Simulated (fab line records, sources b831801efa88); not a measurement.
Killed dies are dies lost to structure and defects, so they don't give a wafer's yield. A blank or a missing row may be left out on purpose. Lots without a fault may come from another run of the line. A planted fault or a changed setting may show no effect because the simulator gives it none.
fab line records | flow sky130
record lots=5 wafers=15 last_day=49
route steps=708 shown PWDE@55 NWELL@56
lots that met no fault: from a run of the same line without faults
start_h: hours from the record's first day to the start of the lot's first wafer shown | wait_h: hours since the lot's step before | " the same as in the row above | L1.1+2: a row that stands for several wafers | - no value, or no start given | * or withheld: withheld | < > ~ a bound
route shown NAME@n: a module of which the file shows steps, and the number in the route of the first | usual: mean/standard deviation of fault-free wafers | same: alike in all rows | chamber/n: place in a boat | sites: the reading at each site | _std_site: their standard deviation | _edge_site: outer sites' mean less inner sites' | radius_mm: how far each site lies from the wafer's centre | mask NAME#n: copy n | behind: the tool/chamber that last shaped the wafer | hold: why the lot was held/for how many hours/how that ended | device: the transistor (n, p or np) that didn't switch | end of line: the same wafers' tests at the end of the route | a step without rows: its recipe alone | killed: dies lost to structure and defects at the first sort, not the wafer's yield | map: a wafer's dies, x killed, . not, _ none there
set.NAME: the setting as run; set.NAME@STEP: as run at that earlier step | model.NAME: the simulator's own value behind a step, which no gauge read
lots at some steps of the route; a table a step, a row a wafer
services: from which hour (start_h, from the record's first day; less than 0 if before it) a tool's chamber was out of use, for how many hours, and why
## steps
# step SKY_PWDE_TW_MEAS_10
# usual PWDE_TW=374.7/3
# columns lot.wafer tool chamber start_h wait_h PWDE_TW
L172.1 film_metro-01 - 92.70 0.1 371.2
L172.2 " - " " 369.3
L172.5 " - " " 372.6
L183.2 film_metro-02 - 158.31 0.1 372.0
L183.4 " - " " 375.9
L183.6 " - " " 375.5
L185.3 film_metro-04 - 165.78 0.1 379.8
L185.4 " - " " 380.5
L185.5 " - " " 379.0
L187.1 film_metro-01 - 173.20 0.1 371.5
L187.5 " - " " 370.6
L187.6 " - " " 372.0
L189.1 film_metro-01 - 186.34 0.1 374.4
L189.3 " - " " 373.8
L189.5 " - " " 374.7
# step SKY_NWELL_DEHYDRATE_03
# recipe temp_c=200 time_s=60
# step SKY_NWELL_HMDS_04
# recipe prime_time_s=60 prime_temp_c=120
# step SKY_NWELL_COAT_05
# recipe spin_rpm=2000 resist_thk_nm=3000
# step SKY_NWELL_SOFTBAKE_06
# recipe temp_c=110 time_s=withheld
# step SKY_NWELL_EXPOSE_07
# recipe mask_id=NWM na=0.6 source_shape=conventional sigma_outer=0.6 polarization=unpolarized target_cd_nm=840 dose_mj=255
# step SKY_NWELL_PEB_08
# recipe temp_c=115 time_s=withheld
# step SKY_NWELL_DEVELOP_09
# recipe wall_angle_deg=90 developer=TMAH develop_time_s=60 dev_temp_c=23
# step SKY_NWELL_OVL_MEAS_10
# usual NWELL_00_OVL=0.3/1.3
# columns lot.wafer tool chamber start_h wait_h NWELL_00_OVL[nm]
L172.1 overlay-02 - 110.57 - -0.3
L172.2 " - " " 1.1
L172.5 " - " " 0.2
L183.2 overlay-01 - 178.42 - 1.9
L183.4 " - " " 1.8
L183.6 " - " " 1.9
L185.3 overlay-02 - 186.42 - 1.7
L185.4 " - " " 0.4
L185.5 " - " " 0.5
L187.1 overlay-02 - 193.52 - -1.8
L187.5 " - " " -0.6
L187.6 " - " " -1.6
L189.1 overlay-01 - 207.31 - 0.5
L189.3 " - " " 0.8
L189.5 " - " " 1.9
# step SKY_NWELL_IMPLANT_11
# recipe species=P energy_kev=400 dose_cm2=1.9e+13 tilt_deg=withheld
# step SKY_NWELL_IMPLANT_12
# recipe species=P energy_kev=120 dose_cm2=1.3e+12 tilt_deg=withheld
# step SKY_NWELL_IMPLANT_13
# recipe species=P energy_kev=50 dose_cm2=7e+11 tilt_deg=withheld
# step SKY_NWELL_STRIP_14
# recipe chemistry=O2/N2 power_w=1400 pressure_mtorr=1500 platen_temp_c=withheld o2_flow_sccm=3000 n2_flow_sccm=300 overash_fraction=0.5
# usual drypump_motor_current_A=5.9/0.59 o2_flow_sccm=3000/8 oes_product_au=0.723/0.0045 strip_time_to_endpoint_s=36.91/0.1
# columns lot.wafer tool chamber start_h wait_h drypump_motor_current_A o2_flow_sccm oes_product_au rf_hours_counter_h strip_time_to_endpoint_s model.coat_of_NWELL_COAT_05.thk_nm
L172.1 plasma_asher-02 1 111.06 0.1 5.7 2994 0.925 44 - 1793
L172.2 " 0 " " 5.7 2993 0.930 44 - 1793
L172.5 " 0 " " 5.7 2999 0.929 - - 1796
L183.2 plasma_asher-04 1 178.90 0.1 6.7 3003 0.722 36 36.94 0
L183.4 " 1 " " 6.7 3011 0.729 - 36.91 0
L183.6 " 1 " " 6.7 2996 0.723 - 36.88 0
L185.3 plasma_asher-04 0 186.93 0.1 6.5 3005 0.722 - 37.07 0
L185.4 " 1 " " 6.6 2999 0.727 - 36.99 0
L185.5 " 1 " " 6.6 2986 0.725 - 37.03 0
L187.1 plasma_asher-04 0 194.01 0.1 6.6 3011 0.727 37 36.80 0
L187.5 " 1 " " 6.7 2984 0.715 - 36.85 0
L187.6 " 0 " " 6.6 3020 0.723 - 36.95 0
L189.1 plasma_asher-02 0 207.79 0.1 5.7 3004 0.723 54 36.84 0
L189.3 " 0 " " 5.7 3001 0.726 - 36.82 0
L189.5 " 1 " " 5.7 3015 0.719 - 36.87 0
# step SKY_NWELL_TW_MEAS_15
# usual NWELL_TW=1823/12
# columns lot.wafer tool chamber start_h wait_h NWELL_TW
L172.1 film_metro-01 - 111.16 0.1 1817
L172.2 " - " " 1808
L172.5 " - " " 1816
L183.2 film_metro-01 - 179.01 0.1 1813
L183.4 " - " " 1810
L183.6 " - " " 1822
L185.3 film_metro-01 - 187.01 0.1 1813
L185.4 " - " " 1812
L185.5 " - " " 1813
L187.1 film_metro-01 - 194.16 0.1 1817
L187.5 " - " " 1810
L187.6 " - " " 1805
L189.1 film_metro-01 - 207.89 0.1 1822
L189.3 " - " " 1816
L189.5 " - " " 1818
# step SKY_NWELL_DEHYDRATE_16
# recipe temp_c=200 time_s=60
# step SKY_NWELL_HMDS_17
# recipe prime_time_s=60 prime_temp_c=120
# step SKY_NWELL_COAT_18
# recipe spin_rpm=2000 resist_thk_nm=3000
# step SKY_NWELL_SOFTBAKE_19
# recipe temp_c=110 time_s=withheld
# step SKY_NWELL_EXPOSE_20
# recipe mask_id=NWM_COMPLEMENT na=0.6 source_shape=conventional sigma_outer=0.6 polarization=unpolarized target_cd_nm=840 dose_mj=260
# step SKY_NWELL_PEB_21
# recipe temp_c=115 time_s=withheld
# step SKY_NWELL_DEVELOP_22
# recipe wall_angle_deg=90 developer=TMAH develop_time_s=60 dev_temp_c=23
# step SKY_NWELL_OVL_MEAS_23
# usual NWELL_01_OVL=0.0/1.5
# columns lot.wafer tool chamber start_h wait_h NWELL_01_OVL[nm]
L172.1 overlay-01 - 128.01 - 1.7
L172.2 " - " " 0.9
L172.5 " - " " 0.8
L183.2 overlay-02 - 200.21 - -1.2
L183.4 " - " " -0.4
L183.6 " - " " -2.3
L185.3 overlay-02 - 207.82 - 1.3
L185.4 " - " " 0.6
L185.5 " - " " 0.5
L187.1 overlay-01 - 216.07 - -0.2
L187.5 " - " " 0.5
L187.6 " - " " -0.9
L189.1 overlay-01 - 230.06 - -0.3
L189.3 " - " " -0.3
L189.5 " - " " -1.0
# step SKY_NWELL_IMPLANT_24
# recipe species=B energy_kev=140 dose_cm2=9.2e+12 tilt_deg=withheld
# step SKY_NWELL_STRIP_25
# recipe chemistry=O2/N2 power_w=1400 pressure_mtorr=1500 platen_temp_c=withheld o2_flow_sccm=3000 n2_flow_sccm=300 overash_fraction=0.5
# usual drypump_motor_current_A=6.0/0.55 o2_flow_sccm=2999/8.6 oes_product_au=0.722/0.0045 strip_time_to_endpoint_s=36.89/0.092
# columns lot.wafer tool chamber start_h wait_h drypump_motor_current_A o2_flow_sccm oes_product_au rf_hours_counter_h strip_time_to_endpoint_s
L172.1 plasma_asher-04 1 128.19 0.1 6.7 2997 0.727 31 63.39
L172.2 " 0 " " 6.6 3007 0.738 31 63.45
L172.5 " 1 " " 6.7 2992 0.728 - 63.60
L183.2 plasma_asher-03 0 200.39 0.1 4.9 3001 0.722 52 36.87
L183.4 " 1 " " 6.0 2999 0.721 - 36.85
L183.6 " 1 " " 6.0 3007 0.726 - 36.79
L185.3 plasma_asher-04 0 208.03 0.1 6.6 3006 0.731 - 36.86
L185.4 " 1 " " 6.6 2998 0.723 - 37.00
L185.5 " 1 " " 6.6 2991 0.730 - 36.81
L187.1 plasma_asher-02 0 216.26 0.1 5.7 3004 0.718 55 36.75
L187.5 " 1 " " 5.6 2990 0.719 - 36.83
L187.6 " 0 " " 5.7 3001 0.721 - 36.75
L189.1 plasma_asher-02 0 230.25 0.1 5.7 3008 0.721 57 36.86
L189.3 " 0 " " 5.7 3010 0.716 - 36.93
L189.5 " 0 " " 5.7 3016 0.725 - 36.93
# step SKY_NWELL_TW_MEAS_26
# usual NWELL_2_TW=499/3.1
# columns lot.wafer tool chamber start_h wait_h NWELL_2_TW
L172.1 film_metro-02 - 128.29 0.1 30
L172.2 " - " " 30
L172.5 " - " " 30
L183.2 film_metro-04 - 200.50 0.1 500
L183.4 " - " " 501
L183.6 " - " " 500
L185.3 film_metro-02 - 208.12 0.1 498
L185.4 " - " " 496
L185.5 " - " " 496
L187.1 film_metro-01 - 216.36 0.1 496
L187.5 " - " " 499
L187.6 " - " " 496
L189.1 film_metro-02 - 230.35 0.1 498
L189.3 " - " " 498
L189.5 " - " " 498
# step SKY_NWELL_CLEAN_27
# recipe chemistry=SC1/SC2 mix=1:4:20 temp_c=70 time_s=150 dry=n2_spin
## services
# columns tool chamber start_h hours kind
plasma_asher-03 - 105.39 0.7 repair
plasma_asher-03 - 111.68 6.3 repair
plasma_asher-03 - 118.01 2.8 pm
plasma_asher-03 - 139.97 1.3 repair
plasma_asher-04 - 154.96 2.6 repair
## key
first_sign step=SKY_NWELL_STRIP_14 reading=oes_product_au direction=up sigmas=46 usual=0.723 struck=0.928
effect step=SKY_NWELL_STRIP_25 reading=strip_time_to_endpoint_s direction=up sigmas=99+ usual=* struck=*
effect step=SKY_NWELL_TW_MEAS_26 reading=NWELL_2_TW direction=down sigmas=99+ usual=499 struck=30
model_effect step=SKY_NWELL_STRIP_14 value=coat_of_NWELL_COAT_05.thk_nm without=0 struck=1794
met_at SKY_NWELL_STRIP_14
struck_wafers L172.1,L172.2,L172.5
sort_left_out L172.1,L172.2,L172.5
tester_left_out L172
fault kind=strip_aborted tool=plasma_asher-02 chamber=- onset_h=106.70 steps=SKY_NWELL_STRIP_14 offset=0.81777 end_h=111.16
# tester_left_out: of these lots the tester's yield and bins aren't shown, on N5 and GAA mostly nor the transistor test; their killed dies are dies lost to structure and defects alone, not to doping, threshold or leakage, so they don't give the yield
# sort_left_out: the simulated sort isn't trusted on such a fault, so these wafers' sort isn't shown, and their yield isn't known
